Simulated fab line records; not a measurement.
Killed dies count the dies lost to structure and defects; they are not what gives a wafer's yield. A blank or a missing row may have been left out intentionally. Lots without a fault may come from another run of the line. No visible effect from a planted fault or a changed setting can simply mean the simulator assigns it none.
Matching of chambers + flow sky130 + SKY_FIELD_ISO_ETCH_15 on rie-diel-04: 4 sister chambers
The step etches the open film in CHF3/O2, stops on Si, target depth 180 nm, time 72 s. 4 wafers are shown with their chamber, then 8 later ones without.

== EACH WAFER AND ITS CHAMBER ==
| wafer  | chamber | drypump-motor-current-A (A) |
|--------|---------|-----------------------------|
| L540.4 | 3       | 5.8                         |
| L540.5 | 1       | 6.1                         |
| L542.3 | 2       | 6.1                         |
| L550.2 | 0       | 5.5                         |

== WAFERS WHOSE CHAMBER IS MISSING ==
| wafer  | drypump-motor-current-A (A) |
|--------|-----------------------------|
| L550.3 | 6.2                         |
| L550.4 | 6.1                         |
| L556.1 | 5.6                         |
| L556.2 | 6.1                         |
| L556.5 | 5.5                         |
| L557.1 | 5.5                         |
| L557.2 | 6.2                         |
| L557.4 | 5.8                         |

== THE CHAMBER EACH PASSED THROUGH ==
| wafer  | from the rows above     | in truth |
|--------|-------------------------|----------|
| L550.3 | can't be placed: 1 or 2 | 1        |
| L550.4 | can't be placed: 1 or 2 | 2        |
| L556.1 | can't be placed: 0 or 3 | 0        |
| L556.2 | can't be placed: 1 or 2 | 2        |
| L556.5 | 0                       | 0        |
| L557.1 | 0                       | 0        |
| L557.2 | can't be placed: 1 or 2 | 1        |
| L557.4 | 3                       | 3        |
Correctly placed: 3 of 8. Not placeable from these rows: 5 (in 5, the candidates include the true chamber). 0 placed wrongly.
How it was worked out, from the rows above alone: a wafer's distance from a chamber is the root of the sum, over the readings, of the square of ((its reading less the chamber's mean) divided by the reading's scatter). If the next closest chamber is less than 2 further off than the closest, the wafer can't be placed; otherwise it belongs to the closest. For every chamber, the mean is computed from those of its wafers that are shown. The scatter: root of mean squared gap, hidden wafer to nearest shown wafer, with one shown wafer a chamber.
